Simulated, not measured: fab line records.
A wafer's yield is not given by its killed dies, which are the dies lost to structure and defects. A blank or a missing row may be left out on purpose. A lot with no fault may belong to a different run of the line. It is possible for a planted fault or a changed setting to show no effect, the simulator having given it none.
A struck lot beside a sound one / flow gf180mcu / 17 out of 602 route steps
Sound: wafers L634.1, L634.5, L634.6. Struck: wafers L622.4, L622.6 (left out: L622.3, a lot-mate that was not struck); the cause follows at the end.
At each step with rows: each side's tool, then ch and its chambers, then its first start. Under that, the readings that differ: sound wafers / struck wafers / difference of the means / sigmas: that difference in standard deviations of wafers without a fault.
alike: readings whose means differ by less than 2 such deviations, and words and numbers that are the same on both sides. not compared: withheld readings, readings that some wafer has no value for, bounds like >300 that may hide the same value, and numbers for which the record gives no deviation and whose values overlap.
A row with sigmas, a row that says differs or no value, or rows on one side alone: a step with any of these is where the two part. When numbers do not overlap yet have no deviation, they are printed without sigmas and do not part them. Lack of a reading on every wafer of one side parts them only where that side has two or more wafers.

first, 2 steps without rows for these wafers: GF_CONTACT_PEB_12 (peb time 90 s); GF_CONTACT_DEVELOP_13 (develop time 60 s).
GF_CONTACT_CD_MEAS_14: the cd target is 220 nm.
  struck on cdSem-02, day 18 13:16; sound on cdSem-01, day 22 09:14
  alike: cdNm
GF_CONTACT_OVL_MEAS_15:
  struck on overlay-02, day 18 13:21; sound on overlay-02, day 22 09:22
  alike: CONTACT_OVL
GF_CONTACT_ETCH_16: etches BARC in N2/H2.
  sound on rieDiel-04 ch 0,2,3, day 22 09:23; struck on rieDiel-03 ch 0,2, day 18 13:23
  alike: drypumpMotorCurrentA, oesProductAu, throttleValvePct
then, 1 step without rows for these wafers: GF_CONTACT_ETCH_17 (etches SiO2 in C4F8/O2/Ar, stops on CoSi2, target depth 860 nm).
GF_CONTACT_STRIP_18: strips in O2/N2.
  sound on plasmaAsher-01 ch 0,1, day 22 09:34; struck on plasmaAsher-01 ch 0,1, day 18 13:34
  alike: drypumpMotorCurrentA, heaterPowerW, oesProductAu
  not compared: rfHoursCounterH
then, 3 steps without rows for these wafers: GF_CONTACT_CLEAN_19 (cleans in SPM); GF_CONTACT_CLEAN_20 (cleans in DIW); GF_CONTACT_CLEAN_21 (cleans in dHF, time 20 s).
GF_CONTACT_SPUTTER_22: material Ti, target thk 15 nm, time 80.02 s.
  struck on pvdSputter-03, day 18 13:50; sound on pvdSputter-01, day 22 09:52
  alike: substrateTempC, throttleValvePct
GF_CONTACT_SPUTTER_23: material TiN, target thk 10 nm, time 40 s.
  struck on pvdSputter-03, day 18 13:54; sound on pvdSputter-01, day 22 09:55
  alike: throttleValvePct
GF_CONTACT_CVD_24: deposits W, target thk 300 nm, time 90.339 s.
  sound on cvdW-02 ch 0,1, day 22 09:58; struck on cvdW-02 ch 0, day 18 13:58
reading=model.W_of_CONTACT_CVD_24.thkNm (nm); sound=293.4 294.7 296.3; struck=307 309.2; difference=+13; sigmas=
  alike: heaterPowerW
GF_CONTACT_RS_MEAS_25: uses a four-point probe to measure.
  struck on filmMetro-04, day 18 14:05; sound on filmMetro-01, day 22 10:04
reading=CONTACT_W_RS (ohm/sq); sound=0.391 0.389 0.386; struck=0.373 0.370; difference=-0.017; sigmas=-4
GF_CONTACT_THK_MEAS_26: measures by xrf.
  struck on filmMetro-04, day 18 14:11; sound on filmMetro-01, day 22 10:11
reading=CONTACT_W_THK (nm); sound=293 296 296; struck=314 314; difference=+19; sigmas=+4
GF_CONTACT_CMP_27: polishes, stops on SiO2, t overpolish 15 s, target thk 0 nm.
  sound on cmp-01 ch 0,1,3, day 22 10:23; struck on cmp-01 ch 0,2, day 18 14:19
reading=overpolishRunS (s); sound=14.995 14.985 14.984; struck=15.011 15.003; difference=+0.019; sigmas=+2
  alike: motorCurrentA, platenRpm, slurryFilterDpKPa, timeToEndpointS
GF_PASSIVATION_PROBE_99:
  the record has rows for the sound wafers here (prober-02, day 33 19:04) and none for the struck ones

== WHERE THEY PART ==
Last at GF_PASSIVATION_PROBE_99 as far as this record goes, first at GF_CONTACT_RS_MEAS_25.

WHY: what the simulator had put in
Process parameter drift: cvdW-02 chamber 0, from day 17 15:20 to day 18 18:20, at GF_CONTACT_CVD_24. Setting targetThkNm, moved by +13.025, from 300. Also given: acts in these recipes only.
